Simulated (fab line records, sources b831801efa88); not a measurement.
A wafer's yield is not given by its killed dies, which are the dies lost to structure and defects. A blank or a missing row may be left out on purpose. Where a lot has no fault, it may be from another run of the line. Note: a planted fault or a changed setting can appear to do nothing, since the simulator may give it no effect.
fab line records    flow sky130
[record] lots = 5  wafers = 15  last_day = 50
route steps=708 shown POLY_GATE@220 LDD_N@237
lots with no fault: from the same line, run without faults
start_h: start of the lot's first displayed wafer, in hours after the record's first day    wait_h: hours from the lot's prior step to this one    " the same as in the row above    L1.1+2: a single row standing in for several wafers    - no value, or no start given    * or withheld: withheld    < > ~ a bound
route shown NAME@n: names a module that has steps shown in the file, with the first one's number in the route    usual: the fault-free wafers' mean and standard deviation    same: alike in all rows    chamber/n: place in a boat    sites: per-site readings    _std_site: how widely they spread, as a standard deviation    _edge_site: inner sites' mean taken away from outer sites' mean    radius_mm: for every site, how far away it sits from the centre of the wafer    mask NAME#n: copy n    behind: the last tool/chamber to shape the wafer    hold: why the lot went on hold/how many hours it stayed there/how the hold came to an end    device: transistor that didn't switch, given as n, p or np    end of line: tests run on the same wafers once the route is complete    for a step that has no rows: nothing shown but its recipe    killed: dies that structure and defects cost at the first sort, which is not the same as the wafer's yield    map: dies across one wafer; x = killed, . = not, _ = none there
set.NAME: the setting as run; set.NAME@STEP: as run at that earlier step    model.NAME: the simulator's own value behind a step, which no gauge read
a table for each step, a row for each wafer; lots at some steps of the route
services: when a tool's chamber went out of use (start_h, in hours from the record's first day, below 0 if earlier), for how many hours, and the reason
[[steps]]
[step SKY_POLY_GATE_HMDS_06]
[recipe] prime_time_s = 60  prime_temp_c = 120
[usual] prime_temp_c = 120.03/0.14
lot.wafer  tool            chamber  start_h  wait_h  prime_temp_c
L075.2     litho_track-03  0        364.49   0.1     119.97
L075.5     "               0        "        "       119.99
L075.6     "               0        "        "       120.14
L077.1     litho_track-04  0        379.24   0.1     119.70
L077.4     "               0        "        "       120.08
L077.6     "               0        "        "       120.13
L079.1     litho_track-04  0        402.94   0.1     120.21
L079.2     "               0        "        "       119.99
L079.6     "               0        "        "       120.29
L087.1     litho_track-03  0        474.87   0.1     120.13
L087.4     "               0        "        "       119.90
L087.6     "               0        "        "       120.16
L093.3     litho_track-04  0        540.04   0.1     120.06
L093.4     "               0        "        "       120.08
L093.5     "               0        "        "       120.01
[step SKY_POLY_GATE_COAT_07]
[recipe] resist = BARC  temp_c = withheld  time_s = withheld  spin_rpm = 3000  resist_thk_nm = 110
lot.wafer   tool            chamber  start_h  wait_h
L075.2+5+6  litho_track-03  0        364.64   0.1
L077.1+4+6  litho_track-04  0        379.39   0.1
L079.1+2+6  litho_track-04  0        403.09   0.1
L087.1+4+6  litho_track-03  0        475.02   0.1
L093.3+4+5  litho_track-04  0        540.19   0.1
[step SKY_POLY_GATE_COAT_08]
[recipe] resist = KrF-thick  spin_rpm = 3000  resist_thk_nm = 450
lot.wafer   tool            chamber  start_h  wait_h
L075.2+5+6  litho_track-03  0        -        -
L077.1+4+6  litho_track-04  0        -        -
L079.1+2+6  litho_track-04  0        -        -
L087.1+4+6  litho_track-03  0        -        -
L093.3+4+5  litho_track-04  0        -        -
[step SKY_POLY_GATE_SOFTBAKE_09]
[recipe] temp_c = 100  time_s = 88.84  resist = KrF-thick
[usual] plate_temp_C = 100.02/0.12
lot.wafer  tool            chamber  start_h  wait_h  plate_temp_C
L075.2     litho_track-03  0        -        -       100.04
L075.5     "               0        "        "       99.91
L075.6     "               0        "        "       99.99
L077.1     litho_track-04  0        -        -       99.95
L077.4     "               0        "        "       100.07
L077.6     "               0        "        "       99.79
L079.1     litho_track-04  0        -        -       100.18
L079.2     "               0        "        "       99.92
L079.6     "               0        "        "       99.96
L087.1     litho_track-03  0        -        -       100.06
L087.4     "               0        "        "       99.84
L087.6     "               0        "        "       99.86
L093.3     litho_track-04  0        -        -       99.96
L093.4     "               0        "        "       100.02
L093.5     "               0        "        "       100.15
[step SKY_POLY_GATE_EXPOSE_10]
[recipe] mask_id = P1M  na = 0.68  source_shape = conventional  sigma_outer = 0.6  target_cd_nm = 150  dose_mj = 28
[usual] exposure_dose_mJ_cm2 = 27.990/0.029  stage_vel_mm_s = 500.00/0.26
lot.wafer  tool            chamber  start_h  wait_h  mask   exposure_dose_mJ_cm2  stage_vel_mm_s
L075.2     krf_scanner-02  0        -        -       P1M#0  27.972                500.11
L075.5     "               0        "        "       P1M#0  27.996                499.99
L075.6     "               0        "        "       P1M#0  27.967                500.07
L077.1     krf_scanner-02  0        -        -       P1M#0  27.998                500.04
L077.4     "               0        "        "       P1M#0  27.974                499.87
L077.6     "               0        "        "       P1M#0  27.990                499.98
L079.1     krf_scanner-01  0        -        -       P1M#0  28.003                499.94
L079.2     "               0        "        "       P1M#0  28.026                499.31
L079.6     "               0        "        "       P1M#0  27.984                499.69
L087.1     krf_scanner-02  0        -        -       P1M#0  28.034                499.70
L087.4     "               0        "        "       P1M#0  28.009                499.69
L087.6     "               0        "        "       P1M#0  28.030                499.76
L093.3     krf_scanner-02  0        -        -       P1M#0  28.001                500.02
L093.4     "               0        "        "       P1M#0  28.006                499.87
L093.5     "               0        "        "       P1M#0  28.064                499.78
[step SKY_POLY_GATE_PEB_11]
[recipe] peb_temp_c = withheld  peb_time_s = withheld  resist = KrF-thick
lot.wafer   tool            chamber  start_h  wait_h
L075.2+5+6  litho_track-02  0        -        -
L077.1+4+6  litho_track-02  0        -        -
L079.1+2+6  litho_track-03  0        -        -
L087.1+4+6  litho_track-02  0        -        -
L093.3+4+5  litho_track-04  0        -        -
[step SKY_POLY_GATE_DEVELOP_12]
[recipe] develop_time_s = 60  resist = KrF-thick  dev_temp_c = 21
lot.wafer   tool            chamber  start_h  wait_h
L075.2+5+6  litho_track-02  0        -        -
L077.1+4+6  litho_track-02  0        -        -
L079.1+2+6  litho_track-03  0        -        -
L087.1+4+6  litho_track-02  0        -        -
L093.3+4+5  litho_track-04  0        -        -
[step SKY_POLY_GATE_CD_MEAS_13]
[recipe] target_cd_nm = 150
[usual] cd_nm = 150.2/1.1
lot.wafer  tool       chamber  start_h  wait_h  cd_nm
L075.2     cd_sem-02  -        379.51   -       150.1
L075.5     "          -        "        "       150.4
L075.6     "          -        "        "       149.7
L077.1     cd_sem-02  -        393.33   -       151.6
L077.4     "          -        "        "       150.6
L077.6     "          -        "        "       150.4
L079.1     cd_sem-01  -        419.42   -       150.1
L079.2     "          -        "        "       151.5
L079.6     "          -        "        "       150.7
L087.1     cd_sem-02  -        489.58   -       150.7
L087.4     "          -        "        "       150.8
L087.6     "          -        "        "       151.1
L093.3     cd_sem-02  -        554.14   -       151.3
L093.4     "          -        "        "       149.7
L093.5     "          -        "        "       151.2
[step SKY_POLY_GATE_OVL_MEAS_14]
[usual] POLY_GATE_OVL = -3/5.1
lot.wafer  tool        chamber  start_h  wait_h  POLY_GATE_OVL[nm]
L075.2     overlay-02  -        379.61   0.1     4
L075.5     "           -        "        "       -3
L075.6     "           -        "        "       -4
L077.1     overlay-01  -        393.45   0.1     -6
L077.4     "           -        "        "       -3
L077.6     "           -        "        "       -5
L079.1     overlay-01  -        419.54   0.1     3
L079.2     "           -        "        "       2
L079.6     "           -        "        "       3
L087.1     overlay-02  -        489.70   0.1     -1
L087.4     "           -        "        "       -10
L087.6     "           -        "        "       -11
L093.3     overlay-01  -        554.24   0.1     -2
L093.4     "           -        "        "       3
L093.5     "           -        "        "       -5
[step SKY_POLY_GATE_ETCH_15]
[recipe] chemistry = N2/H2  target = BARC  ion_energy_ev = 200  source_w = 500  bias_w = 100  pressure_mtorr = 30  n2_flow_sccm = 100  h2_flow_sccm = 200  stop_on = SiO2  time_s = 118.5  target_depth_a = 1100
[usual] drypump_motor_current_A = 5.8/0.4  oes_product_au = 0.717/0.005  rf_fwd_power_W = 497.8/1.5  throttle_valve_pct = 13.214/0.0094
lot.wafer  tool         chamber  start_h  wait_h  drypump_motor_current_A  oes_product_au  rf_fwd_power_W  rf_hours_counter_h  throttle_valve_pct
L075.2     rie_diel-03  2        379.64   0.0     6.5                      0.724           496.6           59                  13.200
L075.5     "            2        "        "       6.5                      0.718           498.6           -                   13.195
L075.6     "            1        "        "       5.8                      0.718           499.1           -                   13.218
L077.1     rie_diel-01  1        393.49   0.0     5.9                      0.722           498.5           16                  13.201
L077.4     "            0        "        "       6.4                      0.727           497.0           3                   13.209
L077.6     "            0        "        "       6.4                      0.714           497.6           -                   13.218
L079.1     rie_diel-03  3        419.57   0.0     5.7                      0.714           498.2           7                   13.198
L079.2     "            1        "        "       5.8                      0.713           499.0           90                  13.197
L079.6     "            1        "        "       5.8                      0.706           499.7           -                   13.213
L087.1     rie_diel-03  3        489.74   0.0     5.6                      0.718           500.1           8                   13.200
L087.4     "            2        "        "       6.5                      0.712           497.7           62                  13.205
L087.6     "            2        "        "       6.5                      0.726           497.7           -                   13.208
L093.3     rie_diel-03  1        554.26   0.0     5.8                      0.712           497.5           1                   13.199
L093.4     "            0        "        "       5.8                      0.727           498.1           3                   13.208
L093.5     "            0        "        "       5.7                      0.718           499.1           -                   13.205
[step SKY_POLY_GATE_ETCH_16]
[recipe] stop_on = poly-Si  chemistry = CH3F/O2  target = Si3N4  source_w = 400  bias_w = 80  pressure_mtorr = 25  ch3f_flow_sccm = 40  O2_flow_sccm = 30  time_s = 147.5  target_depth_a = 750
[usual] drypump_motor_current_A = 5.8/0.4  oes_product_au = 0.639/0.0051  rf_fwd_power_W = 398.4/1.4  throttle_valve_pct = 10.535/0.0086
lot.wafer  tool         chamber  start_h  wait_h  drypump_motor_current_A  oes_product_au  rf_fwd_power_W  rf_hours_counter_h  throttle_valve_pct
L075.2     rie_diel-03  2        379.72   0.0     6.5                      0.632           399.3           59                  10.512
L075.5     "            2        "        "       6.5                      0.641           401.3           -                   10.537
L075.6     "            1        "        "       5.8                      0.631           397.8           -                   10.541
L077.1     rie_diel-01  1        393.57   0.0     5.9                      0.644           397.8           16                  10.519
L077.4     "            0        "        "       6.4                      0.642           401.3           3                   10.531
L077.6     "            0        "        "       6.4                      0.640           402.5           -                   10.534
L079.1     rie_diel-03  3        419.66   0.0     5.6                      0.641           398.8           7                   10.528
L079.2     "            1        "        "       5.8                      0.641           398.2           90                  10.545
L079.6     "            1        "        "       5.8                      0.641           397.8           -                   10.552
L087.1     rie_diel-03  3        489.82   0.0     5.6                      0.633           397.5           8                   10.540
L087.4     "            2        "        "       6.5                      0.649           397.4           62                  10.536
L087.6     "            2        "        "       6.5                      0.630           398.8           -                   10.527
L093.3     rie_diel-03  1        554.34   0.0     5.8                      0.635           397.2           1                   10.538
L093.4     "            0        "        "       5.7                      0.638           399.8           3                   10.532
L093.5     "            0        "        "       5.7                      0.640           398.4           -                   10.542
[step SKY_POLY_GATE_ETCH_17]
[recipe] target_depth_nm = 180  stop_on = SiO2  over_etch_frac = 0.56667  chemistry = HBr/Cl2  target = poly-Si  icp_w = 400  bias_w = 100  pressure_mtorr = 10  HBr_flow_sccm = 150  Cl2_flow_sccm = 50  time_s = 70.5
[usual] drypump_motor_current_A = 5.7/0.59  oes_product_au = 0.984/0.0068  rf_fwd_power_W = 397.3/1.3  throttle_valve_pct = 33.684/0.01
lot.wafer  tool       chamber  start_h  wait_h  drypump_motor_current_A  oes_product_au  rf_fwd_power_W  rf_hours_counter_h  throttle_valve_pct
L075.2     rie_si-02  1        379.82   0.0     4.9                      0.982           397.0           0                   33.674
L075.5     "          3        "        "       6.4                      0.984           396.7           -                   33.684
L075.6     "          0        "        "       5.0                      0.973           397.2           -                   33.708
L077.1     rie_si-01  0        393.67   0.0     6.0                      0.982           398.1           3                   33.678
L077.4     "          2        "        "       6.1                      0.977           395.0           2                   33.684
L077.6     "          2        "        "       6.2                      0.984           396.6           -                   33.683
L079.1     rie_si-01  0        419.75   0.0     6.0                      0.984           395.7           3                   33.671
L079.2     "          3        "        "       6.4                      0.969           396.7           12                  33.689
L079.6     "          3        "        "       6.4                      0.981           395.1           -                   33.691
L087.1     rie_si-01  0        489.92   0.0     6.0                      0.978           395.1           4                   33.698
L087.4     "          2        "        "       6.1                      0.982           398.3           3                   33.699
L087.6     "          2        "        "       6.1                      0.977           398.2           -                   33.703
L093.3     rie_si-02  3        554.44   0.0     6.3                      0.987           398.5           4                   33.691
L093.4     "          0        "        "       5.0                      0.980           397.6           0                   33.689
L093.5     "          2        "        "       5.3                      0.981           396.6           -                   33.679
[step SKY_POLY_GATE_STRIP_18]
[recipe] chemistry = O2/N2  power_w = 1400  pressure_mtorr = 1500  platen_temp_c = withheld  o2_flow_sccm = 3000  n2_flow_sccm = 300  overash_fraction = 0.5
[usual] drypump_motor_current_A = 5.8/0.4  oes_product_au = 0.362/0.0044  strip_time_to_endpoint_s = 3.185/0.027
lot.wafer  tool             chamber  start_h  wait_h  drypump_motor_current_A  oes_product_au  rf_hours_counter_h  strip_time_to_endpoint_s
L075.2     plasma_asher-02  0        379.88   0.0     5.3                      0.362           21                  3.168
L075.5     "                0        "        "       5.3                      0.354           -                   3.168
L075.6     "                1        "        "       5.6                      0.367           -                   3.162
L077.1     plasma_asher-02  0        393.73   0.0     5.3                      0.360           23                  3.211
L077.4     "                1        "        "       5.6                      0.361           -                   3.193
L077.6     "                1        "        "       5.6                      0.365           -                   3.220
L079.1     plasma_asher-01  1        419.81   0.0     6.6                      0.362           75                  3.184
L079.2     "                0        "        "       5.7                      0.356           75                  3.239
L079.6     "                1        "        "       6.6                      0.362           -                   3.190
L087.1     plasma_asher-04  0        489.98   0.0     5.8                      0.362           69                  3.160
L087.4     "                1        "        "       6.1                      0.353           -                   3.180
L087.6     "                0        "        "       5.8                      0.354           -                   3.188
L093.3     plasma_asher-01  1        554.53   0.1     6.6                      0.361           -                   3.145
L093.4     "                0        "        "       5.7                      0.373           -                   3.157
L093.5     "                1        "        "       6.6                      0.360           -                   3.178
[step SKY_POLY_GATE_CLEAN_19]
[recipe] chemistry = SC1/SC2  mix = 1:4:20  temp_c = 70  time_s = 150  dry = n2_spin
lot.wafer   tool          chamber  start_h  wait_h
L075.2+5+6  wet_bench-03  0        379.98   0.1
L077.1+4+6  wet_bench-04  2        393.83   0.1
L079.1+2+6  wet_bench-04  1        419.91   0.1
L087.1+4+6  wet_bench-03  2        490.08   0.1
L093.3+4+5  wet_bench-01  0        554.60   0.0
[step SKY_POLY_GATE_OXIDATION_20]
[recipe] temp_c = 850  ambient = O2  stabilise_s = 600  purge_s = 300  target_thk_a = 40  ox_time_s = 899
[usual] ox_temp_c = 849.9/0.42  tube_center_temp_C = 850/0.074  zone_power_bottom_pct = 26.8/1.8  zone_power_upper_pct = 17.6/0.59
lot.wafer  tool        chamber  start_h  wait_h  ox_temp_c  tube_center_temp_C  zone_power_bottom_pct  zone_power_upper_pct
L075.2     furnace-01  0        380.74   0.7     849.9      850.07              25.1                   18.2
L075.5     "           0        "        "       849.4      850.02              25.4                   18.1
L075.6     "           0        "        "       849.5      850.1               24.8                   18.2
L077.1     furnace-01  0        395.12   1.2     849.6      849.93              25.0                   17.8
L077.4     "           0        "        "       849.6      849.89              24.8                   17.9
L077.6     "           0        "        "       849.8      850.02              24.8                   18.0
L079.1     furnace-01  0        419.96   0.0     849.8      849.96              25.3                   18.2
L079.2     "           0        "        "       849.7      850.14              25.2                   18.2
L079.6     "           0        "        "       849.9      849.93              25.4                   18.3
L087.1     furnace-01  0        490.13   0.0     850.0      849.99              24.7                   18.1
L087.4     "           0        "        "       850.1      849.94              25.1                   18.0
L087.6     "           0        "        "       850.1      849.96              25.5                   18.1
L093.3     furnace-01  0        556.01   1.4     850.0      850                 25.3                   18.2
L093.4     "           0        "        "       850.4      850.08              25.1                   18.3
L093.5     "           0        "        "       850.4      850.06              24.9                   17.9
[step SKY_POLY_GATE_THK_MEAS_21]
[recipe] reads = SiO2_of_POLY_GATE_OXIDATION_20
[usual] POLY_GATE_OXIDATION_THK = 3.96/0.087
lot.wafer  tool           chamber  start_h  wait_h  POLY_GATE_OXIDATION_THK[nm]
L075.2     film_metro-02  -        382.02   0.0     3.89
L075.5     "              -        "        "       3.85
L075.6     "              -        "        "       3.85
L077.1     film_metro-03  -        396.37   0.0     3.86
L077.4     "              -        "        "       3.82
L077.6     "              -        "        "       3.87
L079.1     film_metro-03  -        421.21   0.0     3.90
L079.2     "              -        "        "       4.00
L079.6     "              -        "        "       3.96
L087.1     film_metro-01  -        491.38   0.0     4.06
L087.4     "              -        "        "       4.05
L087.6     "              -        "        "       4.11
L093.3     film_metro-01  -        557.29   0.0     3.91
L093.4     "              -        "        "       3.86
L093.5     "              -        "        "       3.92
[step SKY_POLY_GATE_CD_MEAS_22]
[usual] cd_nm = 150.2/1.9
lot.wafer  tool       chamber  start_h  wait_h  cd_nm
L075.2     cd_sem-02  -        382.10   0.1     150.0
L075.5     "          -        "        "       153.4
L075.6     "          -        "        "       148.5
L077.1     cd_sem-02  -        396.43   0.1     151.9
L077.4     "          -        "        "       149.8
L077.6     "          -        "        "       151.1
L079.1     cd_sem-02  -        421.27   0.1     150.7
L079.2     "          -        "        "       151.4
L079.6     "          -        "        "       148.8
L087.1     cd_sem-02  -        491.44   0.1     151.0
L087.4     "          -        "        "       151.1
L087.6     "          -        "        "       152.0
L093.3     cd_sem-02  -        557.39   0.1     149.5
L093.4     "          -        "        "       147.5
L093.5     "          -        "        "       149.5
[step SKY_LDD_N_DEHYDRATE_00]
[recipe] temp_c = 200  time_s = 60
[usual] plate_temp_C = 200.01/0.18
lot.wafer  tool            chamber  start_h  wait_h  plate_temp_C
L075.2     litho_track-02  0        395.21   13.1    200.09
L075.5     "               0        "        "       200.13
L075.6     "               0        "        "       200.25
L077.1     litho_track-02  0        412.03   15.6    199.92
L077.4     "               0        "        "       199.76
L077.6     "               0        "        "       199.73
L079.1     litho_track-01  0        436.33   15.0    200.15
L079.2     "               0        "        "       200.13
L079.6     "               0        "        "       200.22
L087.1     litho_track-04  0        505.74   14.3    200.14
L087.4     "               0        "        "       199.95
L087.6     "               0        "        "       199.86
L093.3     litho_track-01  0        574.28   16.9    199.66
L093.4     "               0        "        "       199.81
L093.5     "               0        "        "       199.63
[step SKY_LDD_N_HMDS_01]
[recipe] prime_time_s = 60  prime_temp_c = 120
[usual] prime_temp_c = 120.01/0.12
lot.wafer  tool            chamber  start_h  wait_h  prime_temp_c
L075.2     litho_track-02  0        395.36   0.1     119.91
L075.5     "               0        "        "       120.16
L075.6     "               0        "        "       119.96
L077.1     litho_track-02  0        412.18   0.1     120.17
L077.4     "               0        "        "       119.83
L077.6     "               0        "        "       120.06
L079.1     litho_track-01  0        436.48   0.1     120.04
L079.2     "               0        "        "       119.94
L079.6     "               0        "        "       119.91
L087.1     litho_track-04  0        505.89   0.1     120.04
L087.4     "               0        "        "       120.02
L087.6     "               0        "        "       119.99
L093.3     litho_track-01  0        574.43   0.1     119.98
L093.4     "               0        "        "       120.14
L093.5     "               0        "        "       120.11
[step SKY_LDD_N_COAT_02]
[recipe] resist = NOVOLAK  spin_rpm = 3000  resist_thk_nm = 300
lot.wafer   tool            chamber  start_h  wait_h
L075.2+5+6  litho_track-02  0        395.51   0.1
L077.1+4+6  litho_track-02  0        412.33   0.1
L079.1+2+6  litho_track-01  0        436.63   0.1
L087.1+4+6  litho_track-04  0        506.04   0.1
L093.3+4+5  litho_track-01  0        574.58   0.1
[step SKY_LDD_N_SOFTBAKE_03]
[recipe] temp_c = 90  time_s = 60  resist = NOVOLAK
[usual] plate_temp_C = 90.00/0.12
lot.wafer  tool            chamber  start_h  wait_h  plate_temp_C
L075.2     litho_track-02  0        395.66   0.1     89.97
L075.5     "               0        "        "       89.89
L075.6     "               0        "        "       89.96
L077.1     litho_track-02  0        412.48   0.1     90.08
L077.4     "               0        "        "       90.02
L077.6     "               0        "        "       90.08
L079.1     litho_track-01  0        436.78   0.1     90.06
L079.2     "               0        "        "       90.11
L079.6     "               0        "        "       90.03
L087.1     litho_track-04  0        506.19   0.1     90.11
L087.4     "               0        "        "       90.14
L087.6     "               0        "        "       89.99
L093.3     litho_track-01  0        574.73   0.1     89.88
L093.4     "               0        "        "       90.00
L093.5     "               0        "        "       89.79
[step SKY_LDD_N_EXPOSE_04]
[recipe] mask_id = NTM  target_cd_nm = 840  na = 0.6  source_shape = conventional  sigma_outer = 0.6  dose_mj = 110
[usual] exposure_dose_mJ_cm2 = 109.99/0.11  stage_vel_mm_s = 499.94/0.25
lot.wafer  tool              chamber  start_h  wait_h  mask   exposure_dose_mJ_cm2  stage_vel_mm_s
L075.2     iline_stepper-02  0        -        -       NTM#0  109.90                499.61
L075.5     "                 0        "        "       NTM#0  109.89                499.80
L075.6     "                 0        "        "       NTM#0  109.99                499.93
L077.1     iline_stepper-01  0        -        -       NTM#0  110.09                499.64
L077.4     "                 0        "        "       NTM#0  110.05                500.24
L077.6     "                 0        "        "       NTM#0  110.21                499.90
L079.1     iline_stepper-01  0        -        -       NTM#0  110.00                500.01
L079.2     "                 0        "        "       NTM#0  110.11                499.83
L079.6     "                 0        "        "       NTM#0  109.92                499.92
L087.1     iline_stepper-02  0        -        -       NTM#0  110.13                499.91
L087.4     "                 0        "        "       NTM#0  109.94                500.00
L087.6     "                 0        "        "       NTM#0  110.15                499.88
L093.3     iline_stepper-02  0        -        -       NTM#0  110.10                500.08
L093.4     "                 0        "        "       NTM#0  109.80                500.13
L093.5     "                 0        "        "       NTM#0  110.04                499.87
[step SKY_LDD_N_PEB_05]
[recipe] temp_c = withheld  time_s = *  resist = NOVOLAK
lot.wafer   tool            chamber  start_h  wait_h
L075.2+5+6  litho_track-04  0        -        -
L077.1+4+6  litho_track-02  0        -        -
L079.1+2+6  litho_track-02  0        -        -
L087.1+4+6  litho_track-02  0        -        -
L093.3+4+5  litho_track-04  0        -        -
[step SKY_LDD_N_DEVELOP_06]
[recipe] develop_time_s = 60  dev_temp_c = 23
lot.wafer   tool            chamber  start_h  wait_h
L075.2+5+6  litho_track-04  0        411.76   0.1
L077.1+4+6  litho_track-02  0        426.38   0.1
L079.1+2+6  litho_track-02  0        452.13   0.1
L087.1+4+6  litho_track-02  0        520.43   0.1
L093.3+4+5  litho_track-04  0        587.19   0.1
[step SKY_LDD_N_OVL_MEAS_07]
[usual] LDD_N_OVL = -0.2/1.4
lot.wafer  tool        chamber  start_h  wait_h  LDD_N_OVL[nm]
L075.2     overlay-02  -        411.89   0.1     1.6
L075.5     "           -        "        "       0.5
L075.6     "           -        "        "       0.4
L077.1     overlay-02  -        426.53   0.1     0.2
L077.4     "           -        "        "       1.2
L077.6     "           -        "        "       0.8
L079.1     overlay-02  -        452.28   0.1     -0.1
L079.2     "           -        "        "       -0.9
L079.6     "           -        "        "       -2.2
L087.1     overlay-02  -        520.58   0.1     -2.0
L087.4     "           -        "        "       1.6
L087.6     "           -        "        "       0.0
L093.3     overlay-01  -        587.30   0.1     1.1
L093.4     "           -        "        "       1.3
L093.5     "           -        "        "       1.3
[step SKY_LDD_N_IMPLANT_08]
[recipe] species = As  energy_kev = 20  dose_cm2 = 7.5e+13  tilt_deg = withheld  rotation_deg = 23
lot.wafer   tool          chamber  start_h  wait_h
L075.2+5+6  implanter-01  0        411.95   0.0
L077.1+4+6  implanter-04  0        426.57   0.0
L079.1+2+6  implanter-04  0        452.32   0.0
L087.1+4+6  implanter-01  0        520.62   0.0
L093.3+4+5  implanter-01  0        587.37   0.1
[step SKY_LDD_N_IMPLANT_09]
[recipe] species = As  energy_kev = 20  dose_cm2 = 7.5e+13  tilt_deg = withheld  rotation_deg = 113
lot.wafer   tool          chamber  start_h  wait_h
L075.2+5+6  implanter-01  0        412.10   0.1
L077.1+4+6  implanter-04  0        426.72   0.1
L079.1+2+6  implanter-04  0        452.47   0.1
L087.1+4+6  implanter-01  0        520.77   0.1
L093.3+4+5  implanter-01  0        587.52   0.1
[step SKY_LDD_N_IMPLANT_10]
[recipe] species = As  energy_kev = 20  dose_cm2 = 7.5e+13  tilt_deg = withheld  rotation_deg = 203
lot.wafer   tool          chamber  start_h  wait_h
L075.2+5+6  implanter-01  0        412.25   0.1
L077.1+4+6  implanter-04  0        426.87   0.1
L079.1+2+6  implanter-04  0        452.62   0.1
L087.1+4+6  implanter-01  0        520.92   0.1
L093.3+4+5  implanter-01  0        587.67   0.1
[step SKY_LDD_N_IMPLANT_11]
[recipe] species = As  energy_kev = 20  dose_cm2 = 7.5e+13  tilt_deg = withheld  rotation_deg = 293
lot.wafer   tool          chamber  start_h  wait_h
L075.2+5+6  implanter-01  0        412.40   0.1
L077.1+4+6  implanter-04  0        427.02   0.1
L079.1+2+6  implanter-04  0        452.77   0.1
L087.1+4+6  implanter-01  0        521.07   0.1
L093.3+4+5  implanter-01  0        587.82   0.1
[step SKY_LDD_N_IMPLANT_12]
[recipe] species = BF2  energy_kev = 50  dose_cm2 = 5e+12  tilt_deg = 30  rotation_deg = 0
lot.wafer   tool          chamber  start_h  wait_h
L075.2+5+6  implanter-01  0        412.55   0.1
L077.1+4+6  implanter-04  0        427.17   0.1
L079.1+2+6  implanter-04  0        452.92   0.1
L087.1+4+6  implanter-01  0        521.22   0.1
L093.3+4+5  implanter-01  0        587.97   0.1
[step SKY_LDD_N_IMPLANT_13]
[recipe] species = BF2  energy_kev = 50  dose_cm2 = 5e+12  tilt_deg = 30  rotation_deg = 90
lot.wafer   tool          chamber  start_h  wait_h
L075.2+5+6  implanter-01  0        412.70   0.1
L077.1+4+6  implanter-04  0        427.32   0.1
L079.1+2+6  implanter-04  0        453.07   0.1
L087.1+4+6  implanter-01  0        521.37   0.1
L093.3+4+5  implanter-01  0        588.12   0.1
[step SKY_LDD_N_IMPLANT_14]
[recipe] species = BF2  energy_kev = 50  dose_cm2 = 5e+12  tilt_deg = 30  rotation_deg = 180
lot.wafer   tool          chamber  start_h  wait_h
L075.2+5+6  implanter-01  0        412.85   0.1
L077.1+4+6  implanter-04  0        427.47   0.1
L079.1+2+6  implanter-04  0        453.22   0.1
L087.1+4+6  implanter-01  0        521.52   0.1
L093.3+4+5  implanter-01  0        588.27   0.1
[step SKY_LDD_N_IMPLANT_15]
[recipe] species = BF2  energy_kev = 50  dose_cm2 = 5e+12  tilt_deg = 30  rotation_deg = 270
lot.wafer   tool          chamber  start_h  wait_h
L075.2+5+6  implanter-01  0        413.00   0.1
L077.1+4+6  implanter-04  0        427.62   0.1
L079.1+2+6  implanter-04  0        453.37   0.1
L087.1+4+6  implanter-01  0        521.67   0.1
L093.3+4+5  implanter-01  0        588.42   0.1
[step SKY_LDD_N_STRIP_16]
[recipe] chemistry = O2/N2  power_w = 1400  pressure_mtorr = 1500  platen_temp_c = withheld  o2_flow_sccm = 3000  n2_flow_sccm = 300  overash_fraction = 0.5
[usual] drypump_motor_current_A = 5.9/0.37  oes_product_au = 0.407/0.005  strip_time_to_endpoint_s = 4.316/0.016
lot.wafer  tool             chamber  start_h  wait_h  drypump_motor_current_A  oes_product_au  rf_hours_counter_h  strip_time_to_endpoint_s
L075.2     plasma_asher-01  1        413.12   0.1     6.5                      0.408           74                  4.284
L075.5     "                1        "        "       6.5                      0.408           -                   4.271
L075.6     "                0        "        "       5.7                      0.416           -                   4.287
L077.1     plasma_asher-01  0        427.77   0.1     5.7                      0.410           76                  4.322
L077.4     "                0        "        "       5.7                      0.409           -                   4.311
L077.6     "                0        "        "       5.7                      0.402           -                   4.298
L079.1     plasma_asher-04  0        453.52   0.1     5.7                      0.406           65                  4.305
L079.2     "                1        "        "       6.1                      0.401           65                  4.318
L079.6     "                0        "        "       5.8                      0.400           -                   4.324
L087.1     plasma_asher-04  1        521.82   0.1     6.1                      0.407           72                  4.304
L087.4     "                1        "        "       6.1                      0.403           -                   4.331
L087.6     "                0        "        "       5.7                      0.400           -                   4.320
L093.3     plasma_asher-04  0        588.56   0.1     5.8                      0.392           -                   4.307
L093.4     "                1        "        "       6.1                      0.414           -                   4.304
L093.5     "                0        "        "       5.8                      0.405           -                   4.317
[step SKY_LDD_N_TW_MEAS_17]
[usual] LDD_N_TW = 2589/12
lot.wafer  tool           chamber  start_h  wait_h  LDD_N_TW
L075.2     film_metro-04  -        413.23   0.1     2598
L075.5     "              -        "        "       2600
L075.6     "              -        "        "       2606
L077.1     film_metro-01  -        427.87   0.1     2592
L077.4     "              -        "        "       2572
L077.6     "              -        "        "       2584
L079.1     film_metro-02  -        453.62   0.1     2575
L079.2     "              -        "        "       2581
L079.6     "              -        "        "       2574
L087.1     film_metro-02  -        521.92   0.1     2592
L087.4     "              -        "        "       2575
L087.6     "              -        "        "       2591
L093.3     film_metro-04  -        588.64   0.1     2609
L093.4     "              -        "        "       2613
L093.5     "              -        "        "       2597
[[services]]
tool              chamber  start_h  hours  kind
rie_diel-03       3        341.65   11.4   repair
rie_si-01         2        345.67   5.9    repair
rie_diel-03       2        345.92   3.9    repair
plasma_asher-01   -        355.25   16.6   repair
plasma_asher-01   -        366.61   1.0    repair
iline_stepper-02  -        374.04   4.4    pm
krf_scanner-02    -        375.46   1.0    pm
implanter-04      -        386.37   5.1    repair
implanter-01      -        386.39   18.3   repair
krf_scanner-02    -        398.55   0.8    pm
iline_stepper-02  -        411.31   1.7    pm
implanter-04      -        420.82   5.7    repair
furnace-01        -        426.89   4.2    pm
furnace-01        -        434.03   3.1    pm
plasma_asher-01   -        435.12   40.8   repair
implanter-04      -        438.17   0.6    repair
plasma_asher-04   -        467.00   0.3    repair
krf_scanner-02    -        479.15   2.1    repair
krf_scanner-02    -        491.07   1.3    pm
plasma_asher-04   -        532.02   2.8    pm
krf_scanner-02    -        544.46   1.0    pm
plasma_asher-01   -        544.78   4.2    repair
plasma_asher-04   -        562.29   14.6   pm
krf_scanner-02    -        567.35   0.8    pm
[[key]]
fault none
